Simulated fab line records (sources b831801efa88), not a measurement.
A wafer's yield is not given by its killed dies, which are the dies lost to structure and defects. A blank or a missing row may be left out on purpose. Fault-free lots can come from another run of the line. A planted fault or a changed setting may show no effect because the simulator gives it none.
Struck lot and sound lot, side by side	flow sky130	24 steps out of a route of 708
Sound: wafers L319.1, L319.2, L319.4. Wafers L334.3, L334.4, L334.6 were the ones struck. The cause comes at the end.
For every step that has rows: the tool of each side, followed by ch and its chambers, followed by its first start. Under that, the readings that differ: sound wafers	struck wafers	difference of the means	sigmas: that difference in standard deviations of wafers without a fault.
alike: same words and numbers on both sides, and readings whose means sit less than 2 such deviations apart. not compared: any withheld reading, any reading some wafer has no value for, any bound like >300 that may hide the same value, and any number with overlapping values for which the record gives no deviation.
The two part at a step that has a row with sigmas, a row that says differs or no value, or rows on one side only. Non-overlapping numbers with no deviation appear without sigmas and do not part them. A reading missing from all wafers of one side parts the sides only when that side holds two or more wafers.

first, 4 steps without rows for these wafers: SKY_METAL5_SOFTBAKE_10 (time 60 s); SKY_METAL5_EXPOSE_11 (exposes mask MM5, target cd 1600 nm); SKY_METAL5_PEB_12; SKY_METAL5_DEVELOP_13 (develop time 60 s).
SKY_METAL5_DESCUM_14: chemistry O2, time 11 s.
  sound on rie metal-04 ch 0,1, day 45 01:43; struck on rie metal-04 ch 0,1, day 48 13:16
  alike: drypump motor current A, oes product au
  not compared: rf hours counter h
SKY_METAL5_METAL_ETCH_15: etches the open film in Cl2/BCl3, stops on SiO2, target depth 1260 nm, time 252 s.
  sound on rie metal-04 ch 0,1, day 45 01:44; struck on rie metal-04 ch 0,1, day 48 13:22
  alike: drypump motor current A, mfc cl2 sccm, oes product au, throttle valve pct
  not compared: rf hours counter h
SKY_METAL5_STRIP_16: strips in O2/N2.
  sound on plasma asher-03 ch 0,1, day 45 01:59; struck on plasma asher-03 ch 0,1, day 48 13:34
  alike: drypump motor current A, oes product au, strip time to endpoint s
  not compared: rf hours counter h
then, 3 steps without rows for these wafers: SKY_METAL5_STRIP_17 (strips in post etch residue remover, time 1200 s); SKY_METAL5_CLEAN_18 (cleans in IPA, time 180 s); SKY_METAL5_CLEAN_19 (cleans in O3/DIW).
SKY_PASSIVATION_CVD_00: deposits SiO2, target thk 90 nm.
  sound on pecvd-01 ch 0,2, day 45 02:34; struck on pecvd-01 ch 1,2, day 48 14:07
  alike: heater power w
SKY_PASSIVATION_THK_MEAS_01:
  sound: film metro-04 at day 45 02:35; struck: film metro-04 at day 48 14:10
  alike: PASSIVATION_CVD_00_THK
SKY_PASSIVATION_CVD_02: deposits Si3N4, target thk 540 nm.
  sound on pecvd-02 ch 1,2, day 45 02:39; struck on pecvd-03 ch 0,1, day 48 14:19
reading	sound	struck	difference	sigmas
heater power w (W)	672 564 598	920 819 865	+257	+2
model.Si3N4_of_PASSIVATION_CVD_02.thk nm (nm)	543.2 540.2 544.5	996.3 985.1 982.6	+445.4	
SKY_PASSIVATION_THK_MEAS_03:
  sound: film metro-04 at day 45 02:53; struck: film metro-03 at day 48 14:34
reading	sound	struck	difference	sigmas
PASSIVATION_CVD_02_THK (nm)	543 541 544	997 985 982	+445	+60
then, 7 steps without rows for these wafers: SKY_PASSIVATION_DEHYDRATE_04 (time 60 s); SKY_PASSIVATION_HMDS_05 (prime time 60 s); SKY_PASSIVATION_COAT_06 (resist thk 3000 nm); SKY_PASSIVATION_SOFTBAKE_07; SKY_PASSIVATION_EXPOSE_08 (exposes mask NSM, target cd 3000 nm); SKY_PASSIVATION_PEB_09; SKY_PASSIVATION_DEVELOP_10 (develop time 60 s).
SKY_PASSIVATION_ETCH_11: etches the open film in CF4/O2, stops on AlCu, target depth 725 nm, time 161.1 s.
  sound on rie diel-03 ch 0,1,2, day 46 00:25; struck on rie diel-04 ch 1,2, day 49 07:53
reading	sound	struck	difference	sigmas
oes product au (a.u.)	0.970 0.979 0.983	1.023 1.008 1.018	+0.039	+5
model.PASSIVATION.feature depth nm (nm)	703.6 700.4 706.4	744.1 738.7 749	+40.5	
model.etch.depth nm (nm)	703.6 700.4 706.4	744.1 738.7 749	+40.5	
  alike: cf4 flow sccm, drypump motor current A, throttle valve pct
  not compared: rf hours counter h
SKY_PASSIVATION_STRIP_12: strips in O2/N2.
  sound on plasma asher-02 ch 0,1, day 46 00:31; struck on plasma asher-01 ch 0,1, day 49 08:01
  alike: drypump motor current A, oes product au, strip time to endpoint s
  not compared: rf hours counter h
SKY_PAD_OPEN_PROBE_99:
  sound: prober-02 at day 46 22:57; struck: prober-02 at day 50 03:42
reading	sound	struck	difference	sigmas
defect limited yield (%)	82.1 79.9 81.5	0 0 0	-81	-43
killed at other	1 1 0	407 416 412	+411	+99 or more
killed dies	88 99 91	492 492 492	+399	+43
killed on rim	20 21 15	96 96 96	+77	+18
sort_bin_5_function (%)	11.0 9.8 11.2	91.7 92.5 94.1	+82.1	+51
sort n pass	404 393 401	0 0 0	-399	-43
sort yield pct (%)	82.1 79.9 81.5	0 0 0	-81	-43
  alike: killed_at_M0_to_M3, killed_at_M4_up, killed at contacts, killed at front end, killed open, killed short, sort_bin_3_pad_short, sort_bin_6_memory

WHERE THEY PART
Earliest at SKY_PASSIVATION_CVD_02; latest, in this record, at SKY_PAD_OPEN_PROBE_99.

WHY: whatever the simulator had introduced
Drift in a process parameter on pecvd-03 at SKY_PASSIVATION_CVD_02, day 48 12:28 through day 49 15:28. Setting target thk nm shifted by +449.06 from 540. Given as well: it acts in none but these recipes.
